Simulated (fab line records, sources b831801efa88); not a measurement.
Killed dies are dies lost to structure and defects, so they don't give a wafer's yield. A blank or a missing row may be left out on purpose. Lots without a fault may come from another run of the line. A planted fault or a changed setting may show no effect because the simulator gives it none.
A struck lot beside a sound one | flow sky130 | 16 steps out of a route of 708
Sound: wafers L586.2, L586.3, L586.6. Struck: wafers L602.3, L602.5, L602.6. The cause comes at the end.
At each step with rows: each side's tool, then ch and its chambers, then its first start. Under that, the readings that differ: sound wafers | struck wafers | difference of the means | sigmas: that difference in standard deviations of wafers without a fault.
alike: readings whose means differ by less than 2 such deviations, and words and numbers that are the same on both sides. not compared: withheld readings, readings that some wafer has no value for, bounds like >300 that may hide the same value, and numbers for which the record gives no deviation and whose values overlap.
The two part at a step that has a row with sigmas, a row that says differs or no value, or rows on one side only. Numbers that don't overlap but have no deviation are shown without sigmas and don't part them. A reading that every wafer of one side lacks parts them only if that side has two wafers or more.

first, 5 steps without rows for these wafers: SKY_POLY_GATE_COAT_08 (resist thk 450 nm); SKY_POLY_GATE_SOFTBAKE_09 (time 90 s); SKY_POLY_GATE_EXPOSE_10 (exposes mask P1M, target cd 150 nm); SKY_POLY_GATE_PEB_11; SKY_POLY_GATE_DEVELOP_12 (develop time 60 s).
SKY_POLY_GATE_CD_MEAS_13: target cd 150 nm.
  sound on cd_sem-01, day 16 14:34; struck on cd_sem-01, day 22 13:47
  alike: cd_nm
SKY_POLY_GATE_OVL_MEAS_14:
  sound on overlay-01, day 16 14:41; struck on overlay-02, day 22 13:53
  reading            | sound | struck    | difference | sigmas
  POLY_GATE_OVL (nm) | 4 5 4 | -8 -6 -13 | -13        | -3
SKY_POLY_GATE_ETCH_15: etches BARC in N2/H2, stops on SiO2, time 118.5 s, target depth 110 nm.
  sound on rie_diel-03 ch 1,2,3, day 16 14:43; struck on rie_diel-03 ch 1,2,3, day 22 13:54
  alike: drypump_motor_current_A, oes_product_au, rf_fwd_power_W, throttle_valve_pct
  not compared: rf_hours_counter_h
SKY_POLY_GATE_ETCH_16: etches Si3N4 in CH3F/O2, stops on poly-Si, time 147.5 s, target depth 75 nm.
  sound on rie_diel-03 ch 1,2,3, day 16 14:47; struck on rie_diel-03 ch 1,2,3, day 22 13:59
  alike: drypump_motor_current_A, oes_product_au, rf_fwd_power_W, throttle_valve_pct
  not compared: rf_hours_counter_h
SKY_POLY_GATE_ETCH_17: etches poly-Si in HBr/Cl2, stops on SiO2, target depth 180 nm, time 70.5 s.
  sound on rie_si-01 ch 0,1,2, day 16 14:53; struck on rie_si-02 ch 1,3, day 22 14:05
  alike: drypump_motor_current_A, oes_product_au, rf_fwd_power_W, throttle_valve_pct
  not compared: rf_hours_counter_h
SKY_POLY_GATE_STRIP_18: strips in O2/N2.
  sound on plasma_asher-04 ch 0,1, day 16 14:56; struck on plasma_asher-03 ch 0,1, day 22 14:10
  alike: drypump_motor_current_A, o2_flow_sccm, oes_product_au, strip_time_to_endpoint_s
  not compared: rf_hours_counter_h
then, 1 step without rows for these wafers: SKY_POLY_GATE_CLEAN_19 (cleans in SC1/SC2, time 150 s).
SKY_POLY_GATE_OXIDATION_20: stabilise 600 s, purge 300 s, target thk 4 nm.
  sound on furnace-02 ch 0, day 16 15:05; struck on furnace-02 ch 0, day 22 15:15
  reading                                          | sound             | struck            | difference | sigmas
  model.SiO2_of_POLY_GATE_OXIDATION_20.thk_nm (nm) | 4.204 4.096 4.106 | 3.555 3.548 3.553 | -0.583     |
  alike: spike_tc_centre_C, zone_power_centre_pct
SKY_POLY_GATE_THK_MEAS_21:
  sound on film_metro-01, day 16 16:21; struck on film_metro-02, day 22 16:45
  reading                      | sound          | struck         | difference | sigmas
  POLY_GATE_OXIDATION_THK (nm) | 4.20 4.11 4.13 | 3.58 3.54 3.55 | -0.59      | -7
  not compared: hold
SKY_POLY_GATE_CD_MEAS_22:
  sound on cd_sem-01, day 16 16:26; struck on cd_sem-01, day 22 19:11
  reading | sound | struck                                                                     | difference                   | sigmas
  hold    | - - - | await_dispo/2.1h/release await_dispo/2.1h/release await_dispo/2.1h/release | no value on the sound wafers |
  alike: cd_nm
-- the record jumps here: 27 days lie between the struck wafers' starts before and after (it left off in module POLY_GATE and takes up again in module PAD_OPEN, whose first step shown is number 708 of the route) --
SKY_PAD_OPEN_PROBE_99:
  sound on prober-01, day 45 19:59; struck on prober-01, day 49 15:04
  reading                         | sound             | struck          | difference | sigmas
  model.etest.tip_sonos.rs_ohm_sq | 2795 2719 2761    | 2558 2548 2537  | -211       |
  model.etest.tip_n.rs_ohm_sq     | 448.9 446.9 444.3 | 439 434.9 437.3 | -10        |
  alike: killed_at_M0_to_M3, killed_at_M4_up, killed_at_contacts, killed_at_front_end, killed_at_other, killed_dies, killed_open, killed_short

WHERE THEY PART
First at SKY_POLY_GATE_OVL_MEAS_14; last, within this record, at SKY_POLY_GATE_CD_MEAS_22. Later steps at which nothing parts them and some readings are alike: SKY_PAD_OPEN_PROBE_99.

WHY: what the simulator had put in
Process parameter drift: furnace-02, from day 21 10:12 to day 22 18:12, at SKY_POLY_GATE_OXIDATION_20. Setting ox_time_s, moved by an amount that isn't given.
